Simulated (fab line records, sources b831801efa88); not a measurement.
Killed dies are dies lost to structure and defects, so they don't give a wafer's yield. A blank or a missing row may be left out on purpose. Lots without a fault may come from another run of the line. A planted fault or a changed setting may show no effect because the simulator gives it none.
fab line records | flow gf180mcu
record lots=13 wafers=39 last_day=34
route steps=602 shown HV_LDD@183 SAB@264 M1@316 V1@357
lots that met no fault: from a run of the same line without faults
start_h: hours from the record's first day to the start of the lot's first wafer shown | wait_h: hours since the lot's step before | " the same as in the row above | L1.1+2: a row that stands for several wafers | - no value, or no start given | * or withheld: withheld | < > ~ a bound
route shown NAME@n: a module of which the file shows steps, and the number in the route of the first | usual: mean/standard deviation of fault-free wafers | same: alike in all rows | chamber/n: place in a boat | sites: the reading at each site | _std_site: their standard deviation | _edge_site: outer sites' mean less inner sites' | radius_mm: how far each site lies from the wafer's centre | mask NAME#n: copy n | behind: the tool/chamber that last shaped the wafer | hold: why the lot was held/for how many hours/how that ended | device: the transistor (n, p or np) that didn't switch | end of line: the same wafers' tests at the end of the route | a step without rows: its recipe alone | killed: dies lost to structure and defects at the first sort, not the wafer's yield | map: a wafer's dies, x killed, . not, _ none there
set.NAME: the setting as run; set.NAME@STEP: as run at that earlier step | model.NAME: the simulator's own value behind a step, which no gauge read
steps of the route over a sample of lots; a table a step, a row a wafer
services: from which hour (start_h, from the record's first day; less than 0 if before it) a tool's chamber was out of use, for how many hours, and why
## steps
# step GF_HV_LDD_CD_MEAS_07
# recipe target_cd_nm=400
# usual cd_nm=399.6/2
# columns lot.wafer tool chamber start_h wait_h cd_nm
L232.2 cd_sem-01 - 218.68 0.1 397.7
L232.3 " - " " 399.9
L232.5 " - " " 398.3
L233.1 cd_sem-02 - 224.66 0.1 399.8
L233.5 " - " " 401.7
L233.6 " - " " 401.1
L234.1 cd_sem-02 - 232.21 0.1 401.5
L234.2 " - " " 401.4
L234.4 " - " " 400.5
L236.2 cd_sem-02 - 245.49 0.1 399.7
L236.4 " - " " 397.2
L236.6 " - " " 399.7
L237.1 cd_sem-02 - 253.31 0.1 402.1
L237.3 " - " " 403.4
L237.4 " - " " 401.6
L243.3 cd_sem-02 - 296.06 0.1 399.2
L243.4 " - " " 400.5
L243.6 " - " " 401.3
L244.2 cd_sem-01 - 308.92 0.1 398.9
L244.4 " - " " 397.4
L244.6 " - " " 397.5
L247.1 cd_sem-01 - 330.05 0.1 396.9
L247.4 " - " " 398.6
L247.6 " - " " 395.9
L249.1 cd_sem-01 - 345.42 0.1 399.6
L249.4 " - " " 398.2
L249.6 " - " " 399.6
L250.1 cd_sem-02 - 350.70 0.1 399.4
L250.2 " - " " 402.8
L250.6 " - " " 400.7
L251.1 cd_sem-01 - 354.02 0.1 400.4
L251.5 " - " " 398.2
L251.6 " - " " 399.6
L253.3 cd_sem-02 - 373.16 0.1 401.2
L253.4 " - " " 401.7
L253.6 " - " " 400.0
L255.1 cd_sem-01 - 393.80 0.1 400.9
L255.4 " - " " 400.6
L255.5 " - " " 399.1
# step GF_SAB_CVD_00
# recipe material=SiO2 target_thk_nm=50 precursor=TEOS temp_c=400 time_s=4.9302 rf_w=600
# usual heater_power_w=704/100 susceptor_temp_C=399.99/0.21
# columns lot.wafer tool chamber start_h wait_h heater_power_w susceptor_temp_C
L232.2 pecvd-03 2 328.00 0.1 863 400.05
L232.3 " 1 " " 613 400.14
L232.5 " 2 " " 881 400.07
L233.1 pecvd-01 2 329.99 0.1 750 400.12
L233.5 " 0 " " 732 399.99
L233.6 " 1 " " 757 400.02
L234.1 pecvd-02 1 345.96 0.1 713 400.19
L234.2 " 2 " " 604 399.99
L234.4 " 1 " " 692 399.62
L236.2 pecvd-01 1 351.79 0.1 807 400.12
L236.4 " 0 " " 762 399.83
L236.6 " 2 " " 695 399.93
L237.1 pecvd-02 2 372.54 0.1 529 399.85
L237.3 " 0 " " 673 400.15
L237.4 " 1 " " 686 400.11
L243.3 pecvd-02 2 407.49 0.1 481 399.38
L243.4 " 2 " " 495 399.73
L243.6 " 0 " " 681 400.52
L244.2 pecvd-02 0 425.81 0.1 583 400.26
L244.4 " 1 " " 734 399.69
L244.6 " 0 " " 592 400.03
L247.1 pecvd-03 1 451.39 0.1 604 399.87
L247.4 " 1 " " 605 399.97
L247.6 " 2 " " 942 400.10
L249.1 pecvd-01 2 468.19 0.1 727 400.08
L249.4 " 2 " " 747 400.09
L249.6 " 0 " " 687 399.84
L250.1 pecvd-01 0 474.34 0.1 748 399.83
L250.2 " 1 " " 774 399.63
L250.6 " 0 " " 720 399.93
L251.1 pecvd-01 1 474.79 0.1 772 400.09
L251.5 " 0 " " 707 400.19
L251.6 " 2 " " 735 400.05
L253.3 pecvd-01 1 498.19 0.1 829 400.21
L253.4 " 0 " " 678 399.80
L253.6 " 2 " " 731 399.95
L255.1 pecvd-02 0 519.10 0.1 646 399.75
L255.4 " 0 " " 649 399.88
L255.5 " 0 " " 642 399.66
# step GF_SAB_THK_MEAS_01
# recipe reads=SiO2_of_SAB_CVD_00
# usual SAB_CVD_00_THK=49.8/0.6
# columns lot.wafer tool chamber start_h wait_h hold SAB_CVD_00_THK[nm]
L232.2 film_metro-04 - 328.03 0.0 - 49.2
L232.3 " - " " - 48.9
L232.5 " - " " - 49.8
L233.1 film_metro-03 - 330.01 0.0 - 50.6
L233.5 " - " " - 50.3
L233.6 " - " " - 49.8
L234.1 film_metro-01 - 345.98 0.0 - 49.8
L234.2 " - " " - 50.1
L234.4 " - " " - 51.0
L236.2 film_metro-04 - 351.82 0.0 - 49.2
L236.4 " - " " - 50.6
L236.6 " - " " - 50.7
L237.1 film_metro-04 - 372.56 0.0 - 49.9
L237.3 " - " " - 50.0
L237.4 " - " " - 50.2
L243.3 film_metro-04 - 407.53 0.0 await_dispo/0.2h/release 49.0
L243.4 " - " " await_dispo/0.2h/release 49.6
L243.6 " - " " await_dispo/0.2h/release 53.3
L243.3 film_metro-04 - 407.76 0.2 - 49.0
L243.4 " - " " - 49.7
L243.6 " - " " - 53.2
L244.2 film_metro-04 - 425.84 0.0 await_dispo/0.2h/release 53.1
L244.4 " - " " await_dispo/0.2h/release 50.5
L244.6 " - " " await_dispo/0.2h/release 53.6
L244.2 film_metro-04 - 426.17 0.3 - 53.1
L244.4 " - " " - 50.5
L244.6 " - " " - 53.6
L247.1 film_metro-03 - 451.41 0.0 - 49.2
L247.4 " - " " - 49.9
L247.6 " - " " - 50.2
L249.1 film_metro-03 - 468.21 0.0 - 49.1
L249.4 " - " " - 50.1
L249.6 " - " " - 50.4
L250.1 film_metro-04 - 474.36 0.0 - 49.4
L250.2 " - " " - 48.7
L250.6 " - " " - 50.2
L251.1 film_metro-04 - 474.81 0.0 - 48.8
L251.5 " - " " - 50.4
L251.6 " - " " - 49.9
L253.3 film_metro-01 - 498.23 0.0 - 48.7
L253.4 " - " " - 49.5
L253.6 " - " " - 49.8
L255.1 film_metro-01 - 519.13 0.0 - 49.4
L255.4 " - " " - 50.0
L255.5 " - " " - 50.4
# step GF_M1_SPUTTER_01
# recipe material=TiN target_thk_nm=30 power_w=6500 time_s=25 chamber_pressure_pa=0.4
# usual throttle_valve_pct=30.2/1.4
# columns lot.wafer tool chamber start_h wait_h throttle_valve_pct
L232.2 pvd_sputter-03 - 373.60 0.1 29.6
L232.3 " - " " 29.3
L232.5 " - " " 30.3
L233.1 pvd_sputter-02 - 376.81 0.1 29.1
L233.5 " - " " 28.8
L233.6 " - " " 31.7
L234.1 pvd_sputter-01 - 393.46 0.1 30.3
L234.2 " - " " 27.8
L234.4 " - " " 27.2
L236.2 pvd_sputter-01 - 400.31 0.1 30.2
L236.4 " - " " 32.5
L236.6 " - " " 27.3
L237.1 pvd_sputter-03 - 422.05 0.1 32.1
L237.3 " - " " 29.5
L237.4 " - " " 30.1
L243.3 pvd_sputter-03 - 458.12 0.1 32.0
L243.4 " - " " 30.4
L243.6 " - " " 32.0
L244.2 pvd_sputter-03 - 478.46 0.1 29.3
L244.4 " - " " 29.1
L244.6 " - " " 32.0
L247.1 pvd_sputter-01 - 503.32 0.1 32.6
L247.4 " - " " 28.3
L247.6 " - " " 30.5
L249.1 pvd_sputter-02 - 518.71 0.1 29.0
L249.4 " - " " 31.2
L249.6 " - " " 31.8
L250.1 pvd_sputter-02 - 524.25 0.1 31.9
L250.2 " - " " 30.9
L250.6 " - " " 28.9
L251.1 pvd_sputter-02 - 524.76 0.1 29.0
L251.5 " - " " 31.8
L251.6 " - " " 29.2
L253.3 pvd_sputter-02 - 547.04 0.1 29.4
L253.4 " - " " 30.8
L253.6 " - " " 31.1
L255.1 pvd_sputter-03 - 566.98 0.1 32.2
L255.4 " - " " 29.3
L255.5 " - " " 32.2
# step GF_V1_SPUTTER_22
# recipe material=TiN target_thk_nm=10 chamber_pressure_pa=5 power_w=4000 time_s=40
# usual throttle_valve_pct=30.4/1.1
# columns lot.wafer tool chamber start_h wait_h throttle_valve_pct
L232.2 pvd_sputter-04 - 422.58 0.0 28.9
L232.3 " - " " 31.3
L232.5 " - " " 31.6
L233.1 pvd_sputter-02 - 425.68 0.0 29.0
L233.5 " - " " 29.0
L233.6 " - " " 31.1
L234.1 pvd_sputter-04 - 444.30 0.0 30.2
L234.2 " - " " 28.9
L234.4 " - " " 31.4
L236.2 pvd_sputter-04 - 450.79 0.0 28.8
L236.4 " - " " 31.5
L236.6 " - " " 31.3
L237.1 pvd_sputter-03 - 472.10 0.0 32.1
L237.3 " - " " 30.2
L237.4 " - " " 29.7
L243.3 pvd_sputter-04 - 508.23 0.0 30.4
L243.4 " - " " 31.1
L243.6 " - " " 31.4
L244.2 pvd_sputter-04 - 527.87 0.0 28.9
L244.4 " - " " 31.2
L244.6 " - " " 31.4
L247.1 pvd_sputter-02 - 551.79 0.0 29.0
L247.4 " - " " 31.6
L247.6 " - " " 29.5
L249.1 pvd_sputter-03 - 565.29 0.0 32.2
L249.4 " - " " 29.7
L249.6 " - " " 32.3
L250.1 pvd_sputter-03 - 571.35 0.0 29.5
L250.2 " - " " 28.8
L250.6 " - " " 32.4
L251.1 pvd_sputter-04 - 571.74 0.0 31.0
L251.5 " - " " 31.3
L251.6 " - " " 30.3
L253.3 pvd_sputter-04 - 592.43 0.0 28.9
L253.4 " - " " 30.3
L253.6 " - " " 30.4
L255.1 pvd_sputter-02 - 612.23 0.0 31.9
L255.4 " - " " 29.1
L255.5 " - " " 29.6
## services
# columns tool chamber start_h hours kind
pecvd-02 - 327.68 5.5 repair
pvd_sputter-03 - 331.51 21.3 repair
pecvd-02 - 377.21 1.0 repair
pecvd-01 2 379.60 6.1 repair
pvd_sputter-01 - 389.82 0.6 repair
pecvd-03 0 391.96 4.1 repair
pecvd-03 1 403.50 11.4 repair
pvd_sputter-01 - 405.68 0.8 repair
pecvd-01 1 414.93 6.6 repair
pecvd-03 0 435.28 14.0 repair
pecvd-01 - 441.48 1.6 repair
pvd_sputter-04 - 445.56 0.9 repair
pvd_sputter-04 - 448.54 0.8 repair
pecvd-01 - 474.82 1.0 repair
pecvd-02 2 501.60 31.9 repair
pecvd-01 - 516.24 2.0 repair
pvd_sputter-03 - 530.64 20.8 repair
pvd_sputter-03 - 530.92 2.7 repair
pecvd-02 - 550.42 0.5 repair
pvd_sputter-02 - 557.69 23.7 repair
pvd_sputter-02 - 566.37 4.5 repair
pecvd-02 - 591.12 14.0 pm
pecvd-02 - 596.67 2.6 repair
pvd_sputter-01 - 606.07 0.5 repair
## key
first_sign step=GF_SAB_THK_MEAS_01 reading=visit direction=added
effect step=GF_SAB_THK_MEAS_01 reading=SAB_CVD_00_THK direction=up sigmas=5.9 usual=49.8 struck=53.3
met_at GF_SAB_CVD_00
struck_lots L243,L244
struck_wafers L243.6,L244.2,L244.6
tester_left_out L243,L244
not_acting_at GF_HV_LDD_CD_MEAS_07,GF_M1_SPUTTER_01,GF_V1_SPUTTER_22
onset_between 372.54 407.49
fault kind=process_parameter_drift tool=pecvd-02 chamber=0 onset_h=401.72 steps=GF_SAB_CVD_00 channel=time_s offset=* shape=step end_h=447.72 acts_in=* stated=*
# tester_left_out: of these lots the tester's yield and bins aren't shown, on N5 and GAA mostly nor the transistor test; their killed dies are dies lost to structure and defects alone, not to doping, threshold or leakage, so they don't give the yield
